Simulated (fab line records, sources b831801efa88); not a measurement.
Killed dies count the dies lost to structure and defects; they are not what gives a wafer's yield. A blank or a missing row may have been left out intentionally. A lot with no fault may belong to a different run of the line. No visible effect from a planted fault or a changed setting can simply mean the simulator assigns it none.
Which tool was responsible? | flow gf180mcu | Sampling: 7 lots, 21 wafers, 4 of 602 route steps

## WHAT EACH GAUGE READ, for each wafer
GF_V1_THK_MEAS_03.
lot  | measured     | on            | V1_CVD_02_THK (nm)
L148 | day 17 09:38 | film_metro-04 | 848 861 854
L152 | day 18 20:27 | film_metro-02 | 872 867 848
L155 | day 20 03:35 | film_metro-02 | 843 833 846
L157 | day 21 10:40 | film_metro-02 | 836 835 856
L159 | day 21 23:58 | film_metro-02 | 827 861 838
L164 | day 23 12:04 | film_metro-04 | 854 847 872

## WHAT TOOL EACH LOT RAN ON (gives the tool, then ch and the chambers of the sampled wafers, and finally the start)
lot  | GF_PSD_STRIP_10                      | GF_M1_SPUTTER_03             | GF_M1_METAL_ETCH_16
L148 | plasma_asher-02 ch 0,1, day 14 10:41 | pvd_sputter-02, day 16 09:54 | rie_metal-04 ch 0,1, day 17 08:47
L152 | plasma_asher-02 ch 0,1, day 15 18:36 | pvd_sputter-03, day 17 19:28 | rie_metal-01 ch 0,1, day 18 19:37
L155 | plasma_asher-02 ch 0,1, day 17 00:14 | pvd_sputter-04, day 19 02:26 | rie_metal-04 ch 0,1, day 20 02:42
L157 | plasma_asher-03 ch 0, day 18 05:52   | pvd_sputter-03, day 20 09:50 | rie_metal-04 ch 0,1, day 21 09:46
L159 | plasma_asher-03 ch 1, day 18 17:54   | pvd_sputter-03, day 20 22:49 | rie_metal-04 ch 1, day 21 23:04
L164 | plasma_asher-02 ch 0,1, day 20 09:23 | pvd_sputter-03, day 22 11:55 | rie_metal-04 ch 0,1, day 23 11:11
L166 | plasma_asher-04 ch 0,1, day 20 21:49 | pvd_sputter-03, day 22 23:31 | rie_metal-01 ch 0,1, day 23 22:16
- GF_PSD_STRIP_10: strips in O2/N2.
- GF_M1_SPUTTER_03: material Ti, target thk 10 nm, time 6.7 s.
- GF_M1_METAL_ETCH_16: etches the open film in Cl2/BCl3, stops on SiO2, target depth 627.5 nm, time 104.6 s.

## THE ANSWER, worked out from the rows above alone
Rule: the lots themselves supply what counts as usual. Put in order of their means at a reading, lots are off if they are a third of the lots or fewer, leave a main group of 4 or more, and stand apart from it by a gap of 3 or more times the standard deviation of the main group's means; of several such gaps the widest counts. If all means in a main group match to the digits the tables above print for the reading, that group is not used. A lot without any number at a reading at which 4 lots or more have one is off too. Where the step has rows for the other lots, those lots are counted as sound.
Nothing can be told from this: no lot is off at any reading shown.

## WHAT HAD BEEN PUT IN BY THE SIMULATOR
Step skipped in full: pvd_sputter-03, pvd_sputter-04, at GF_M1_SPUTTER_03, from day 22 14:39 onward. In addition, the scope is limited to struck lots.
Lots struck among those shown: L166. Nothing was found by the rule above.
